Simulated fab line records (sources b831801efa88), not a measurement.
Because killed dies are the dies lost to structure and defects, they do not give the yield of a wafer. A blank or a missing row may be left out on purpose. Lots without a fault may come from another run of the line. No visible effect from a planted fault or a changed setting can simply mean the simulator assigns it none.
Which tool did it? | flow sfq line | 14 lots, 42 wafers sampled, at 1 step of a route of 325

## WHAT THE GAUGES SHOWED, per wafer
The record lacks any reading of a measuring or inspecting step that a usual standard deviation could be used to judge.

## EACH LOT AND THE TOOL THAT RAN IT (in order: tool; ch and the chambers of the sampled wafers; start)
lot  | SFQ_TRILAYER_I3_CMP_CMP_082
L969 | cmp-01 ch 0,2, day 37 19:23
L970 | cmp-02 ch 0,3, day 39 16:35
L971 | cmp-02 ch 0,1, day 39 19:05
L973 | cmp-02 ch 0,2,3, day 40 02:35
L974 | cmp-02 ch 0,1,3, day 40 04:35
L976 | cmp-02 ch 1,2,3, day 40 19:05
L977 | cmp-02 ch 0,1,2, day 40 22:35
L981 | cmp-02 ch 0,1,3, day 47 09:50
L984 | cmp-02 ch 0,2, day 47 18:20
L988 | cmp-01 ch 0,1,3, day 54 16:33
L989 | cmp-02 ch 1,2,3, day 54 19:48
L990 | cmp-01 ch 1,2,3, day 54 22:33
L991 | cmp-02 ch 0,1, day 55 13:16
L992 | cmp-02 ch 0,1,2, day 56 00:46
- SFQ_TRILAYER_I3_CMP_CMP_082: polishes SiO2.

## WHAT THE TOOLS THEMSELVES READ (means of the sampled wafers that have a number; where no wafer has one, the mark that the record gives instead)
SFQ_TRILAYER_I3_CMP_CMP_082.
lot  | tool   | motor current A (A) | platen rpm (rpm) | time to endpoint s (s)
L969 | cmp-01 | 10.0                | 60.02            | 214
L970 | cmp-02 | 9.0                 | 59.98            | 205
L971 | cmp-02 | 9.5                 | 59.97            | 220
L973 | cmp-02 | 9.8                 | 59.97            | 219
L974 | cmp-02 | 9.6                 | 60.00            | 223
L976 | cmp-02 | 9.6                 | 62.00            | 211
L977 | cmp-02 | 9.9                 | 61.97            | 221
L981 | cmp-02 | 9.3                 | 60.02            | 208
L984 | cmp-02 | 10.1                | 60.01            | 219
L988 | cmp-01 | 10.8                | 60.01            | 218
L989 | cmp-02 | 9.5                 | 60.02            | 213
L990 | cmp-01 | 12.0                | 60.00            | 216
L991 | cmp-02 | 9.8                 | 59.99            | 220
L992 | cmp-02 | 9.9                 | 60.02            | 216

## THE ANSWER, worked out from the rows above alone
Rule: the usual values come from the lots themselves. Put in order of their means at a reading, lots are off if they are a third of the lots or fewer, leave a main group of 4 or more, and stand apart from it by a gap of 3 or more times the standard deviation of the main group's means; of several such gaps the widest counts. The tables above print the reading to a certain number of digits; a main group whose means all agree to those digits is not used. Also off: a lot with no number at a reading for which 4 or more lots have one. The other lots that the step has rows for count as sound. After the gauges, taken in route order, come the tools' own readings; for these a lot's mean is taken, as printed above. The first step at which some lot is off is used, and at that step the reading that is off furthest; a lot without a number counts as furthest.
Off: L976, L977 (SFQ_TRILAYER_I3_CMP_CMP_082, platen rpm). Main group: mean 60.00 rpm, sd 0.018.
If a tool, at that step or one of the process steps before it, ran each lot that is off and ran no sound lot following the first of them, it fits. None of those tried fits.

## WHAT THE SIMULATOR HAD PUT IN
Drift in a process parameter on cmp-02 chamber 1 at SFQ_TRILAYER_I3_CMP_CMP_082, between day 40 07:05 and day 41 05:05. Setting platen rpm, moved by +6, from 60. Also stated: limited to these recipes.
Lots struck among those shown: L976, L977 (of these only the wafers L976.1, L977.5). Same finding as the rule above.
